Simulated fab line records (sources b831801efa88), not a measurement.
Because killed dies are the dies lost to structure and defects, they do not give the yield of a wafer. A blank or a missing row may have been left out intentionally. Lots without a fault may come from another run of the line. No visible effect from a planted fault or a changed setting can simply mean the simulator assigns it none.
A single fault, viewed from 2 desks ; flow gf180mcu ; every desk sees just its own numbers, and what lay behind them comes last

## METROLOGY DESK
Means of the sampled wafers that have a number, per lot and without regard to the tool the lot ran on: this is what the gauges read. A lot is out of limits, marked OUT, if its mean lies more than 4 standard deviations from the usual mean; the brackets give that distance.
Columns: A = M3_OVL at GF_M3_OVL_MEAS_15, usual -2 nm
lot;first seen here;A
L684;day 21 07:44;4
L685;day 21 15:32;-6
L686;day 22 06:26;-3
L687;day 22 08:06;-13
L688;day 22 21:39;3
L689;day 23 05:22;-3
L690;day 23 11:30;-2
L691;day 24 06:17;-5
L692;day 24 16:23;-6
L700;day 26 20:24;1
L701;day 27 11:10;-6
L705;day 28 10:47;4
L706;day 28 11:30;-2
This desk's finding: nothing out of limits on any of the 13 lots.

## AT THE TOOL OWNER'S DESK: cmp-02
The tool's own readings at GF_V2_CMP_04 (polishes SiO2): means of the sampled wafers that have a number, for each lot that ran on this tool. A lot is out of limits, marked OUT, if its mean lies more than 4 standard deviations from the usual mean; the brackets give that distance.
Columns: A = motorCurrentA at GF_V2_CMP_04, usual 11.8 A; B = timeToEndpointS at GF_V2_CMP_04, usual 80 s
lot;first seen here;A;B
L686;day 20 04:38;12.9;79
L687;day 20 06:00;13.3;86
L688;day 20 20:13;13.5;80
L700;day 25 00:02;12.4;78
L701;day 25 16:06;12.8;80
This desk's finding: nothing out of limits on any of the 5 lots.

## TAKEN TOGETHER
Metrology desk: nothing out of limits seen.
The tool owner's desk saw nothing out of limits.

## WHAT THE SIMULATOR HAD PUT IN
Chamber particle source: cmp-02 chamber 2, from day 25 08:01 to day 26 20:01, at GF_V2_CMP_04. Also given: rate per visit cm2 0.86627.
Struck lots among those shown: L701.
